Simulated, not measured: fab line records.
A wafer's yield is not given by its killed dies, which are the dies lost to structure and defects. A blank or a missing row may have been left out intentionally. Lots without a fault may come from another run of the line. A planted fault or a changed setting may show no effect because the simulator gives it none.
A struck lot beside a sound one    flow sky130    37 out of 708 route steps
Sound: wafers L407.1, L407.2, L407.5. The struck wafers were L417.1, L417.4, L417.5. The cause is named last.
Order at every step that has rows: each side's tool, ch and its chambers, its first start. Under that, the readings that differ: sound wafers    struck wafers    difference of the means    sigmas: that difference in standard deviations of wafers without a fault.
alike: readings with means less than 2 such deviations apart, plus words and numbers identical on both sides. not compared: withheld readings, readings lacking a value on some wafer, bounds such as >300 that could conceal the same value, and numbers that have no deviation in the record and whose values overlap.
A row with sigmas, a row that says differs or no value, or rows on one side alone: a step with any of these is where the two part. Non-overlapping numbers with no deviation appear without sigmas and do not part them. Lack of a reading on every wafer of one side parts them only where that side has two or more wafers.

first, 10 steps without rows for these wafers: SKY_VIA4_ETCH_12 (etches SiO2 in C4F8/O2/Ar, stops on TiN, target depth 580 nm); SKY_VIA4_STRIP_13 (strips in O2/N2); SKY_VIA4_STRIP_14 (strips in post etch residue remover, time 1200 s); SKY_VIA4_CLEAN_15 (cleans in IPA, time 180 s); SKY_VIA4_CLEAN_16 (cleans in O3/DIW); SKY_VIA4_SPUTTER_17 (material TiN, target thk 20 nm, time 80 s); SKY_VIA4_CVD_18 (deposits W, target thk 505 nm, time 152.14 s); SKY_VIA4_CMP_21 (polishes, stops on SiO2, t overpolish 25 s, target thk 0 nm); SKY_METAL5_SPUTTER_00 (material Ti, target thk 15 nm, time 10 s); SKY_METAL5_SPUTTER_01 (material TiN, target thk 20 nm, time 16.7 s).
SKY_METAL5_SPUTTER_02: material AlCu, target thk 1150 nm, time 61.2 s.
  sound on pvd sputter-03, day 44 20:37; struck on pvd sputter-03, day 46 19:26
  alike: throttle valve pct
then, 25 steps without rows for these wafers: SKY_METAL5_SPUTTER_03 (material Ti, target thk 5 nm, time 3.3 s); SKY_METAL5_SPUTTER_04 (material TiN, target thk 70 nm, time 58.3 s); SKY_METAL5_DEHYDRATE_07 (time 60 s); SKY_METAL5_HMDS_08 (prime time 60 s); SKY_METAL5_COAT_09 (resist thk 1800 nm); SKY_METAL5_SOFTBAKE_10 (time 60 s); SKY_METAL5_EXPOSE_11 (exposes mask MM5, target cd 1600 nm); SKY_METAL5_PEB_12; SKY_METAL5_DEVELOP_13 (develop time 60 s); SKY_METAL5_DESCUM_14 (chemistry O2, time 11 s); SKY_METAL5_METAL_ETCH_15 (etches the open film in Cl2/BCl3, stops on SiO2, target depth 1260 nm, time 252 s); SKY_METAL5_STRIP_16 (strips in O2/N2); SKY_METAL5_STRIP_17 (strips in post etch residue remover, time 1200 s); SKY_METAL5_CLEAN_18 (cleans in IPA, time 180 s); SKY_METAL5_CLEAN_19 (cleans in O3/DIW); SKY_PASSIVATION_CVD_00 (deposits SiO2, target thk 90 nm); SKY_PASSIVATION_CVD_02 (deposits Si3N4, target thk 540 nm); SKY_PASSIVATION_DEHYDRATE_04 (time 60 s); SKY_PASSIVATION_HMDS_05 (prime time 60 s); SKY_PASSIVATION_COAT_06 (resist thk 3000 nm); SKY_PASSIVATION_SOFTBAKE_07; SKY_PASSIVATION_EXPOSE_08 (exposes mask NSM, target cd 3000 nm); SKY_PASSIVATION_PEB_09; SKY_PASSIVATION_DEVELOP_10 (develop time 60 s); SKY_PASSIVATION_ETCH_11 (etches the open film in CF4/O2, stops on AlCu, target depth 725 nm, time 161.1 s).
-- the record jumps here: 2 days lie between the struck wafers' starts before and after (it left off in module PASSIVATION and takes up again in module PAD_OPEN, whose first step shown is number 708 of the route) --
SKY_PAD_OPEN_PROBE_99:
  sound on prober-01, day 47 07:20; struck on prober-01, day 49 06:23
reading                                sound               struck             difference  sigmas
defect limited yield (%)               82.9 81.3 79.9      68.1 68.1 70.7     -12.4       -7
killed_at_M4_up                        3 5 3               77 74 78           +73         +40
killed at contacts                     30 26 33            18 17 20           -11         -2
killed dies                            84 92 99            157 157 144        +61         +7
sort_bin_3_pad_short (%)               0.6 1.6 0.8         5.9 6.3 5.1        +4.8        +12
sort_bin_5_function (%)                10.6 10.0 11.8      18.3 17.5 15.9     +6.4        +4
sort n pass                            408 400 393         335 335 348        -61         -7
sort yield pct (%)                     82.9 81.3 79.9      68.1 68.1 70.7     -12.4       -7
model.etest.tester.sort n pass         408 400 393         335 335 348        -61         
model.etest.tester.sort yield pct (%)  82.93 81.3 79.88    68.09 68.09 70.73  -12.40      
model.etest.tester.sort_bin_5_pct (%)  10.57 9.959 11.79   18.29 17.48 15.85  +6.43       
model.etest.tester.sort_bin_3_pct (%)  0.6098 1.626 0.813  5.894 6.301 5.081  +4.742      
  alike: killed_at_M0_to_M3, killed at front end, killed at other, killed open, killed short, sort_bin_6_memory

## WHERE THEY PART
Within this record, at SKY_PAD_OPEN_PROBE_99 only.

WHY: what had been put in by the simulator
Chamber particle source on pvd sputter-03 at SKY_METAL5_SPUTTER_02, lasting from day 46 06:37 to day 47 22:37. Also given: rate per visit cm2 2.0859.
